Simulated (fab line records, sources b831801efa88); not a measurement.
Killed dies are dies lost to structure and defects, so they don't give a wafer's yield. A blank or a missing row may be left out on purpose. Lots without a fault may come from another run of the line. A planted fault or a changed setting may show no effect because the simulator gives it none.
A struck lot beside a sound one | flow sky130 | 14 steps out of a route of 708
Sound: wafers L423.1, L423.2, L423.6. Struck: wafers L439.1, L439.5, L439.6. The cause comes at the end.
At each step with rows: each side's tool, then ch and its chambers, then its first start. Under that, the readings that differ: sound wafers | struck wafers | difference of the means | sigmas: that difference in standard deviations of wafers without a fault.
alike: readings whose means differ by less than 2 such deviations, and words and numbers that are the same on both sides. not compared: withheld readings, readings that some wafer has no value for, bounds like >300 that may hide the same value, and numbers for which the record gives no deviation and whose values overlap.
The two part at a step that has a row with sigmas, a row that says differs or no value, or rows on one side only. Numbers that don't overlap but have no deviation are shown without sigmas and don't part them. A reading that every wafer of one side lacks parts them only if that side has two wafers or more.

first, 2 steps without rows for these wafers: SKY_PWDE_PEB_05; SKY_PWDE_DEVELOP_06 (develop time 60 s).
SKY_PWDE_OVL_MEAS_07:
  sound on overlay-02, day 5 00:47; struck on overlay-01, day 8 18:35
  alike: PWDE_OVL
then, 1 step without rows for these wafers: SKY_PWDE_IMPLANT_08.
SKY_PWDE_STRIP_09: strips in O2/N2.
  sound on plasma_asher-04 ch 0,1, day 5 00:58; struck on plasma_asher-04 ch 0,1, day 8 18:46
  alike: drypump_motor_current_A, oes_product_au, strip_time_to_endpoint_s
  not compared: rf_hours_counter_h
SKY_PWDE_TW_MEAS_10:
  sound on film_metro-02, day 5 01:04; struck on film_metro-01, day 8 18:52
  alike: PWDE_TW
then, 6 steps without rows for these wafers: SKY_NWELL_DEHYDRATE_03 (time 60 s); SKY_NWELL_HMDS_04 (prime time 60 s); SKY_NWELL_COAT_05 (resist thk 3000 nm); SKY_NWELL_SOFTBAKE_06; SKY_NWELL_EXPOSE_07 (exposes mask NWM, target cd 840 nm); SKY_NWELL_PEB_08.
SKY_NWELL_DEVELOP_09: develop time 60 s.
  sound on litho_track-04 ch 0, day 5 18:00; struck on litho_track-04, day 9 16:00
  no value came back on the struck wafers for chill_plate_temp_C (C), develop_time_s (s); on the sound wafers chill_plate_temp_C (C) reads 22.88 22.93 22.99
SKY_NWELL_OVL_MEAS_10:
  sound on overlay-02, day 5 18:46; struck on overlay-02, day 9 20:47
  reading           | sound        | struck | difference                    | sigmas
  NWELL_00_OVL (nm) | 1.6 -0.8 1.7 | - - -  | no value on the struck wafers |

WHERE THEY PART
First at SKY_NWELL_DEVELOP_09; last, within this record, at SKY_NWELL_OVL_MEAS_10.

WHY: what the simulator had put in
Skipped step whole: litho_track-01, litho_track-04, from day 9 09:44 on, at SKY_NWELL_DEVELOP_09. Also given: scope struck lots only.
